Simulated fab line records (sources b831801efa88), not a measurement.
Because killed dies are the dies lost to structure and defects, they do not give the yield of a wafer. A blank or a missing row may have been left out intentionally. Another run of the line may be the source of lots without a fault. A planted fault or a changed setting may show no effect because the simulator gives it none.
The tool behind it: which one?    flow gf180mcu    Sampling: 6 lots, 18 wafers, 4 of 602 route steps

== WHAT EACH GAUGE READ, for each wafer ==
GF_V5_BOW_MEAS_05.
lot   measured      on             V5_BOW (um)
L124  day 27 05:20  film-metro-04  132 132 126
L126  day 27 21:00  film-metro-02  135 143 131
L129  day 28 12:24  film-metro-02  137 137 129
L132  day 29 16:21  film-metro-02  143 123 124
L137  day 31 01:26  film-metro-02  124 137 128
L143  day 32 10:47  film-metro-02  119 116 118

== EACH LOT AND THE TOOL THAT RAN IT (in order: tool; ch and the chambers of the sampled wafers; start) ==
lot   GF_MIM_SPUTTER_02             GF_MIM_SPUTTER_03             GF_M5_ETCH_09
L124  pvd-sputter-03, day 25 09:06  pvd-sputter-03, day 25 09:08  rie-diel-03 ch 0,2, day 27 03:58
L126  pvd-sputter-04, day 26 02:30  pvd-sputter-04, day 26 02:32  rie-diel-02 ch 1,3, day 27 19:37
L129  pvd-sputter-01, day 26 17:23  pvd-sputter-01, day 26 17:25  rie-diel-03 ch 1,3, day 28 10:49
L132  pvd-sputter-04, day 27 23:56  pvd-sputter-04, day 27 23:58  rie-diel-01 ch 0,1,2, day 29 15:04
L137  pvd-sputter-04, day 29 10:32  pvd-sputter-04, day 29 10:34  rie-diel-02 ch 0,2,3, day 31 00:08
L143  pvd-sputter-04, day 30 22:35  pvd-sputter-04, day 30 22:37  rie-diel-03 ch 1,2,3, day 32 09:28
- GF_MIM_SPUTTER_02: material AlCu, target thk 450 nm, time 23.9 s.
- GF_MIM_SPUTTER_03: material Ti, target thk 10 nm, time 6.7 s.
- GF_M5_ETCH_09: etches Si3N4 in CF4/O2, target depth 52 nm, time 11.6 s.

== THE ANSWER, worked out from the rows above alone ==
Rule: the usual values come from the lots themselves. The widest of any qualifying gaps counts: lots, ordered by their means at a reading, are off when they make up no more than a third of the lots, leave a main group of 4 or more, and stand apart from it by 3 or more times the standard deviation of that group's means. Not used: any main group whose means are identical at the precision the tables above print for the reading. A lot without any number at a reading at which 4 lots or more have one is off too. Any other lot the step has rows for is counted as sound.
Off: at GF_V5_BOW_MEAS_05 (V5_BOW), L143. For the main group the mean is 132 um and the standard deviation 2.7.
If a tool, at a process step before that reading, ran all the lots that are off and no sound lot after the first of them, it fits. The gauges at GF_V5_BOW_MEAS_05 are tried like those tools. Can't be told from this: 3 tools fit, pvd-sputter-04 at GF_MIM_SPUTTER_02 and GF_MIM_SPUTTER_03, rie-diel-03 at GF_M5_ETCH_09, film-metro-02 at GF_V5_BOW_MEAS_05.

== WHAT THE SIMULATOR HAD INSERTED ==
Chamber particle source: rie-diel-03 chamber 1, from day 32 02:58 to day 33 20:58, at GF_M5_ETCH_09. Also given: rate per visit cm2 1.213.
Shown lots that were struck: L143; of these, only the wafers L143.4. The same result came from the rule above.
